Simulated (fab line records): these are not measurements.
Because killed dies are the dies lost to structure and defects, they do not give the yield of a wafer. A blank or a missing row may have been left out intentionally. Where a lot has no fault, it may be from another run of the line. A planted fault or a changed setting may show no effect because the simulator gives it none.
One fault through the eyes of 2 desks	flow gf180mcu	what lay behind the numbers comes last; until then each desk has only its own

## METROLOGY DESK
What the gauges read, lot by lot, whatever tool the lot ran on: means of the sampled wafers that have a number. A lot is out of limits, marked OUT, if its mean lies more than 4 standard deviations from the usual mean; the brackets give that distance.
Columns: A = STI_CVD_23_THK at GF_STI_THK_MEAS_24, usual 652 nm; B = VT_IMPLANT_4_TW at GF_VT_IMPLANT_TW_MEAS_43, usual 697; C = cd_nm at GF_NSD_CD_MEAS_07, usual 400.4 nm
lot	first seen here	A	B	C
L537	day 2 04:08	655	699	398.4
L538	day 2 08:07	642	696	401.9
L542	day 3 07:14	654	698	401.7
L544	day 3 19:20	657	32 (-99 or more) OUT	-
L545	day 4 00:47	650	695	403.0
L548	day 4 11:16	648	696	397.7
L556	day 6 05:14	654	696	401.1
L557	day 6 10:50	657	702	402.3
L558	day 6 15:37	650	690	401.8
L559	day 6 20:45	649	697	398.8
L560	day 7 05:02	657	699	400.7
This desk finds L544 out of limits, with the earliest case on L544 at day 9 15:55 (VT_IMPLANT_4_TW at GF_VT_IMPLANT_TW_MEAS_43). L537, L538, L542, L545, L548, L556, L557, L558, L559, L560: within limits.

## AT THE TOOL OWNER'S DESK: plasma_asher-01
The tool's own readings at GF_VT_IMPLANT_STRIP_31 (strips in O2/N2): means of the sampled wafers that have a number, for each lot that ran on this tool. A lot is out of limits, marked OUT, if its mean lies more than 4 standard deviations from the usual mean; the brackets give that distance.
Columns: A = chamber_pressure_mTorr at GF_VT_IMPLANT_STRIP_31, usual 1500.3 mTorr; B = drypump_motor_current_A at GF_VT_IMPLANT_STRIP_31, usual 6.0 A; C = heater_power_w at GF_VT_IMPLANT_STRIP_31, usual 345 W; D = oes_product_au at GF_VT_IMPLANT_STRIP_31, usual 0.716 a.u.; E = strip_time_to_endpoint_s at GF_VT_IMPLANT_STRIP_31, usual 12.62 s
lot	first seen here	A	B	C	D	E
L537	day 6 18:08	1500.8	6.4	332	0.716	12.62
L538	day 7 02:45	1499.4	6.4	331	0.717	12.67
L544	day 8 22:03	1500.1	6.1	308	0.952 (+50) OUT	-
L556	day 12 02:20	1500.7	6.1	312	0.716	12.57
L559	day 12 20:34	1499.7	6.4	334	0.718	12.55
L560	day 13 09:13	1499.3	6.1	310	0.723	12.66
This desk finds L544 out of limits, L544 being first, at day 8 22:03 (oes_product_au at GF_VT_IMPLANT_STRIP_31). L537, L538, L556, L559, L560: within limits.

## BROUGHT TOGETHER
An alarm could have come from the tool owner's desk at day 8 22:03, on L544.
The metrology desk could have raised an alarm at day 9 15:55, on L544.
GF_VT_IMPLANT_STRIP_31 was run on plasma_asher-01 by each of the lots named.

## WHAT THE SIMULATOR HAD PUT IN
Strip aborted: plasma_asher-01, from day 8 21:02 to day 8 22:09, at GF_VT_IMPLANT_STRIP_31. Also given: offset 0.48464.
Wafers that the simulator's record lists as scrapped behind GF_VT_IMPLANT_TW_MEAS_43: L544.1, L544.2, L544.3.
Struck lots among those shown: L544.
Time in hours from fault onset to the first out-of-limits reading at each desk: tool owner's desk 1, metrology desk 19.
